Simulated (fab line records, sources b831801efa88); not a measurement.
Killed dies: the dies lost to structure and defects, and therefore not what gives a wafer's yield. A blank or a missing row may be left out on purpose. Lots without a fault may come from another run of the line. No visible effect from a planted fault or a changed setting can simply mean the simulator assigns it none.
A single fault, viewed from 2 desks | flow sky130 | numbers are kept per desk, each desk with only its own; the story behind them comes last

== AT THE TOOL OWNER'S DESK: plasma asher-01 ==
The tool's own readings at SKY_VT_ADJUST_NCORE_STRIP_10 (strips in O2/N2): means of the sampled wafers that have a number, for each lot that ran on this tool. A lot is out of limits, marked OUT, if its mean lies more than 4 standard deviations from the usual mean; the brackets give that distance.
Columns: A = chamber pressure mTorr at SKY_VT_ADJUST_NCORE_STRIP_10, usual 1499.9 mTorr; B = drypump motor current A at SKY_VT_ADJUST_NCORE_STRIP_10, usual 5.9 A; C = oes product au at SKY_VT_ADJUST_NCORE_STRIP_10, usual 0.715 a.u.; D = strip time to endpoint s at SKY_VT_ADJUST_NCORE_STRIP_10, usual 14.16 s
lot  | first seen here | A      | B   | C     | D
L806 | day 8 15:07     | 1500.6 | 5.9 | 0.717 | 14.13
L818 | day 12 14:13    | 1498.7 | 5.9 | 0.712 | 14.11
L820 | day 13 04:26    | 1500.0 | 5.9 | 0.719 | 14.18
L822 | day 13 17:40    | 1499.5 | 5.9 | 0.715 | 14.13
L823 | day 13 19:37    | 1501.2 | 6.2 | 0.715 | 14.27
L828 | day 15 12:49    | 1498.7 | 5.9 | 0.717 | 14.19
Result from this desk: across the 6 lots, nothing is out of limits.

== FROM THE METROLOGY DESK ==
Means of the sampled wafers that have a number, per lot and without regard to the tool the lot ran on: this is what the gauges read. A lot is out of limits, marked OUT, if its mean lies more than 4 standard deviations from the usual mean; the brackets give that distance.
Columns: A = NWELL_OXIDATION_THK at SKY_NWELL_THK_MEAS_02, usual 10.11 nm; B = VT_ADJUST_HVTR_TW at SKY_VT_ADJUST_HVTR_TW_MEAS_11, usual 209.8; C = VT_ADJUST_PCH_TW at SKY_VT_ADJUST_PCH_TW_MEAS_10, usual 142.2; D = SONOS_TUNNEL_TW at SKY_SONOS_TUNNEL_TW_MEAS_12, usual 198.1
lot  | first seen here | A     | B              | C     | D
L805 | day 2 13:52     | 9.66  | 206.7          | 141.1 | 196.9
L806 | day 2 14:47     | 10.28 | 207.0          | 143.4 | 198.5
L812 | day 4 05:14     | 10.08 | 211.5          | 143.2 | 197.1
L816 | day 4 23:35     | 9.89  | 30.0 (-95) OUT | -     | -
L817 | day 5 03:43     | 10.32 | 30.1 (-95) OUT | -     | -
L818 | day 5 09:41     | 10.09 | 208.0          | 139.5 | 197.8
L819 | day 5 19:28     | 10.36 | 206.4          | 143.4 | 196.2
L820 | day 5 19:29     | 9.84  | 210.7          | 143.5 | 200.0
L822 | day 6 05:46     | 10.16 | 211.9          | 142.4 | 197.1
L823 | day 6 08:08     | 9.76  | 212.4          | 140.0 | 200.0
L828 | day 7 13:48     | 10.19 | 210.1          | 141.5 | 198.9
This desk finds L816, L817 out of limits, with the earliest case on L816 at day 13 00:04 (VT_ADJUST_HVTR_TW at SKY_VT_ADJUST_HVTR_TW_MEAS_11). L805, L806, L812, L818, L819, L820, L822, L823, L828: within limits.

== PUT TOGETHER ==
The metrology desk could have raised an alarm at day 13 00:04, on L816, L817.
Nothing out of limits was seen by the tool owner's desk.
The tool owner's desk has no number on record for L816, L817.
Every lot named ran SKY_VT_ADJUST_NCORE_STRIP_10 on plasma asher-01.

== WHAT THE SIMULATOR PUT IN ==
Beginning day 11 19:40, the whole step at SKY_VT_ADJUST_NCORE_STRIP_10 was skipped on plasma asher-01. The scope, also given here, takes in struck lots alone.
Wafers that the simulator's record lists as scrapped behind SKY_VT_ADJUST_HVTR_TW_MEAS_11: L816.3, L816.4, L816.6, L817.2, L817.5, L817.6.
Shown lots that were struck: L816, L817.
Time in hours between the start of the fault and the first out-of-limits reading at each desk: metrology desk, 28.
